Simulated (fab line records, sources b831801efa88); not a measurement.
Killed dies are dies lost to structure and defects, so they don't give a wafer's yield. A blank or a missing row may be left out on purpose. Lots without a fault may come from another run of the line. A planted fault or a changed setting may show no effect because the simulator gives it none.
Tool commonality check | flow sky130 | 14 lots, 42 wafers sampled

WHY IT WAS OPENED
At SKY_SONOS_ONO_OVL_MEAS_14 the reading SONOS_ONO_OVL is flagged on 4 of 14 lots. Wafers without a fault read -0.6 nm, standard deviation 1.2.
Rule: a lot is flagged when every wafer of it that has a number lies more than 4 standard deviations from that mean, or none has a number. The other lots count as sound.

lot  | measured     | on         | SONOS_ONO_OVL (nm), wafer by wafer | flag
L213 | day 13 08:06 | overlay-02 | -2.0 -2.1 -0.3                     |
L214 | day 13 08:16 | overlay-01 | -0.7 -0.9 -1.5                     |
L217 | day 14 07:36 | overlay-02 | 0.1 -0.4 -1.5                      |
L218 | day 14 08:51 | overlay-02 | -0.1 -1.1 -0.7                     |
L220 | day 14 21:55 | overlay-01 | 0.3 -0.2 -0.5                      |
L221 | day 15 09:34 | overlay-02 | -0.6 -0.3 0.6                      |
L226 | day 17 04:34 | overlay-02 | -2.9 -0.3 -0.5                     |
L227 | day 17 10:31 | overlay-02 | -0.4 -0.5 1.2                      |
L228 | day 17 21:00 | overlay-02 | 42.3 43.9 42.7                     | FLAGGED
L230 | day 18 10:40 | overlay-01 | 44.2 43.7 44.8                     | FLAGGED
L229 | day 18 10:51 | overlay-02 | 42.2 43.4 44.2                     | FLAGGED
L232 | day 19 07:55 | overlay-01 | 44.2 41.5 43.0                     | FLAGGED
L235 | day 20 08:31 | overlay-02 | 2.3 -0.9 -1.6                      |
L236 | day 20 16:10 | overlay-01 | 0.1 0.6 -1.3                       |
The numbers of the flagged lots are 43.3 nm on average: +43.9 nm against the usual, or +37 standard deviations.

WHICH TOOL RAN EACH LOT
The record holds 2 process steps before the reading, out of a route of 708 steps. In each cell: the tool, then ch and the chambers that the sampled wafers went through, then the start.
lot  | flag    | SKY_VT_ADJUST_HVTR_STRIP_10          | SKY_SONOS_ONO_EXPOSE_10
L213 |         | plasma_asher-01 ch 0,1, day 9 23:36  | iline_stepper-02 ch 0, day 12 19:47
L214 |         | plasma_asher-03 ch 0,1, day 10 01:58 | iline_stepper-01 ch 0, day 12 20:03
L217 |         | plasma_asher-03 ch 0,1, day 10 21:40 | iline_stepper-02 ch 0, day 13 18:35
L218 |         | plasma_asher-03 ch 0,1, day 11 01:04 | iline_stepper-02 ch 0, day 13 19:50
L220 |         | plasma_asher-02 ch 0,1, day 11 14:58 | iline_stepper-01 ch 0, day 14 08:55
L221 |         | plasma_asher-02 ch 0,1, day 12 00:09 | iline_stepper-02 ch 0, day 14 20:52
L226 |         | plasma_asher-01 ch 0,1, day 13 13:27 | iline_stepper-02 ch 0, day 16 14:22
L227 |         | plasma_asher-03 ch 0,1, day 13 17:15 | iline_stepper-02 ch 0, day 16 20:38
L228 | FLAGGED | plasma_asher-01 ch 0,1, day 14 04:21 | iline_stepper-02 ch 0, day 17 06:17
L230 | FLAGGED | plasma_asher-02 ch 0,1, day 14 17:54 | iline_stepper-02 ch 0, day 17 19:59
L229 | FLAGGED | plasma_asher-03 ch 0,1, day 14 13:30 | iline_stepper-02 ch 0, day 17 20:18
L232 | FLAGGED | plasma_asher-01 ch 0,1, day 15 07:41 | iline_stepper-02 ch 0, day 18 16:56
L235 |         | plasma_asher-01 ch 0,1, day 16 08:42 | iline_stepper-01 ch 0, day 19 16:56
L236 |         | plasma_asher-03 ch 0,1, day 16 17:30 | iline_stepper-01 ch 0, day 20 01:04
What these steps do:
- SKY_VT_ADJUST_HVTR_STRIP_10: strips in O2/N2.
- SKY_SONOS_ONO_EXPOSE_10: exposes mask ONOM, target cd 410 nm.
- SKY_SONOS_ONO_OVL_MEAS_14

FLAGGED OVER TOTAL, TOOL BY TOOL (the gauges that took the reading come last)
step                        | tool             | lots run | flagged | share of the flagged lots | sound lots run after its first flagged lot
SKY_VT_ADJUST_HVTR_STRIP_10 | plasma_asher-01  | 5        | 2       | some                      | 1 (L235)
SKY_VT_ADJUST_HVTR_STRIP_10 | plasma_asher-02  | 3        | 1       | some                      | 0
SKY_VT_ADJUST_HVTR_STRIP_10 | plasma_asher-03  | 6        | 1       | some                      | 1 (L236)
SKY_SONOS_ONO_EXPOSE_10     | iline_stepper-01 | 4        | 0       | none                      | -
SKY_SONOS_ONO_EXPOSE_10     | iline_stepper-02 | 10       | 4       | all                       | 0
SKY_SONOS_ONO_OVL_MEAS_14   | overlay-01       | 5        | 2       | some                      | 1 (L236)
SKY_SONOS_ONO_OVL_MEAS_14   | overlay-02       | 9        | 2       | some                      | 1 (L235)

WHAT THE TABLE ALLOWS
1 row of the table ran every flagged lot: iline_stepper-02 at SKY_SONOS_ONO_EXPOSE_10.
- iline_stepper-02 at SKY_SONOS_ONO_EXPOSE_10: 4 of its 10 lots flagged. Its last sound lot is L227 (day 16 20:38), its first flagged lot L228 (day 17 06:17): a fault that began between those two fits.
One tool is left: iline_stepper-02 at SKY_SONOS_ONO_EXPOSE_10.

WHAT THE SIMULATOR HAD PUT IN
Scanner matching overlay: iline_stepper-02, from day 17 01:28 on, at SKY_SONOS_ONO_EXPOSE_10. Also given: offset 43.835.
Lots struck among those shown: L228, L230, L229, L232. The rule above found the same.
